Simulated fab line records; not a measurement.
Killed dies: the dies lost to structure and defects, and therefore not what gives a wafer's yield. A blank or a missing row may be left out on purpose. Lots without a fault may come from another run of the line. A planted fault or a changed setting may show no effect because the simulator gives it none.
The tool behind it: which one? | flow gf180mcu | 13 lots, 39 wafers sampled, at 3 steps of a route of 602

WHAT THE GAUGES SHOWED, per wafer
GF_V2_THK_MEAS_25: measures by xrf.
lot  | measured     | on           | V2_W_THK (nm)
L543 | day 20 03:12 | filmMetro-03 | 371 357 374
L544 | day 20 13:37 | filmMetro-02 | 367 353 369
L545 | day 21 02:10 | filmMetro-03 | 356 371 358
L547 | day 21 19:19 | filmMetro-04 | 364 356 360
L549 | day 22 14:37 | filmMetro-03 | 353 356 359
L550 | day 22 20:50 | filmMetro-04 | 351 367 354
L553 | day 24 01:34 | filmMetro-02 | 357 357 368
L557 | day 25 08:43 | filmMetro-02 | 351 357 354
L559 | day 25 23:03 | filmMetro-03 | 357 371 360
L563 | day 27 10:44 | filmMetro-04 | 360 362 357
L565 | day 27 15:49 | filmMetro-03 | 359 358 356
L564 | day 27 17:13 | filmMetro-02 | 359 357 359
L566 | day 28 03:48 | filmMetro-02 | 355 353 358

GF_M4_OVL_MEAS_15.
lot  | measured     | on         | M4_OVL (nm)
L543 | day 23 04:41 | overlay-01 | -5 7 -4
L544 | day 23 16:23 | overlay-02 | -8 -2 -14
L545 | day 24 03:29 | overlay-02 | 3 -1 -6
L547 | day 24 17:17 | overlay-02 | 13 13 10
L549 | day 25 12:47 | overlay-02 | 5 19 7
L550 | day 25 16:44 | overlay-02 | 1 -6 1
L553 | day 26 21:27 | overlay-02 | 8 1 14
L557 | day 28 03:06 | overlay-02 | 16 9 13
L559 | day 28 14:09 | overlay-02 | 12 -1 4
L563 | day 30 00:26 | overlay-02 | 11 4 5
L565 | day 30 04:44 | overlay-02 | 4 3 -4
L564 | day 30 06:03 | overlay-02 | 4 -6 3
L566 | day 30 15:26 | overlay-01 | -7 16 1

WHAT TOOL EACH LOT RAN ON (gives the tool, then ch and the chambers of the sampled wafers, and finally the start)
lot  | GF_V3_ETCH_16
L543 | rieDiel-02 ch 0,1, day 22 04:24
L544 | rieDiel-02 ch 2,3, day 22 15:13
L545 | rieDiel-04 ch 0,1, day 23 02:47
L547 | rieDiel-02 ch 0,1,2, day 23 18:01
L549 | rieDiel-02 ch 0,2, day 24 13:22
L550 | rieDiel-04 ch 0,1,3, day 24 18:02
L553 | rieDiel-04 ch 0,1,2, day 25 22:50
L557 | rieDiel-02 ch 0,1,2, day 27 05:23
L559 | rieDiel-02 ch 0,2, day 27 17:20
L563 | rieDiel-04 ch 2,3, day 29 03:38
L565 | rieDiel-04 ch 0,1,2, day 29 08:52
L564 | rieDiel-01 ch 0,1,2, day 29 09:49
L566 | rieDiel-04 ch 2,3, day 29 19:28
- GF_V3_ETCH_16: etches BARC in N2/H2.

WHAT THE TOOLS THEMSELVES READ (means of the sampled wafers that have a number; where no wafer has one, the mark that the record gives instead)
GF_V3_ETCH_16.
lot  | tool       | drypumpMotorCurrentA (A) | oesProductAu (a.u.) | throttleValvePct (%)
L543 | rieDiel-02 | 6.1                      | 0.858               | 13.218
L544 | rieDiel-02 | 5.7                      | 0.850               | 13.228
L545 | rieDiel-04 | 5.5                      | 0.857               | 13.227
L547 | rieDiel-02 | 6.0                      | 0.853               | 13.221
L549 | rieDiel-02 | 5.9                      | 0.855               | 13.222
L550 | rieDiel-04 | 5.8                      | 0.853               | 13.222
L553 | rieDiel-04 | 5.7                      | 0.854               | 13.225
L557 | rieDiel-02 | 5.9                      | 0.857               | 13.224
L559 | rieDiel-02 | 6.0                      | 0.853               | 13.225
L563 | rieDiel-04 | 5.7                      | 0.854               | 13.232
L565 | rieDiel-04 | 5.6                      | 0.854               | 13.231
L564 | rieDiel-01 | 5.6                      | 0.857               | 13.220
L566 | rieDiel-04 | 5.7                      | 0.851               | 13.231

THE ANSWER, worked out from the rows above alone
Rule: the usual values come from the lots themselves. Put in order of their means at a reading, lots are off if they are a third of the lots or fewer, leave a main group of 4 or more, and stand apart from it by a gap of 3 or more times the standard deviation of the main group's means; of several such gaps the widest counts. A main group whose means are all the same, to the digits that the tables above print for the reading, isn't used. A lot without any number at a reading at which 4 lots or more have one is off too. Where the step has rows for the other lots, those lots are counted as sound. First the gauges in route order, then the tools' own readings, where a lot's mean is used as printed above. The first step at which some lot is off is used, and at that step the reading that is off furthest; a lot without a number counts as furthest.
No lot is off at any reading shown: from this, nothing can be told.

WHAT THE SIMULATOR PUT IN
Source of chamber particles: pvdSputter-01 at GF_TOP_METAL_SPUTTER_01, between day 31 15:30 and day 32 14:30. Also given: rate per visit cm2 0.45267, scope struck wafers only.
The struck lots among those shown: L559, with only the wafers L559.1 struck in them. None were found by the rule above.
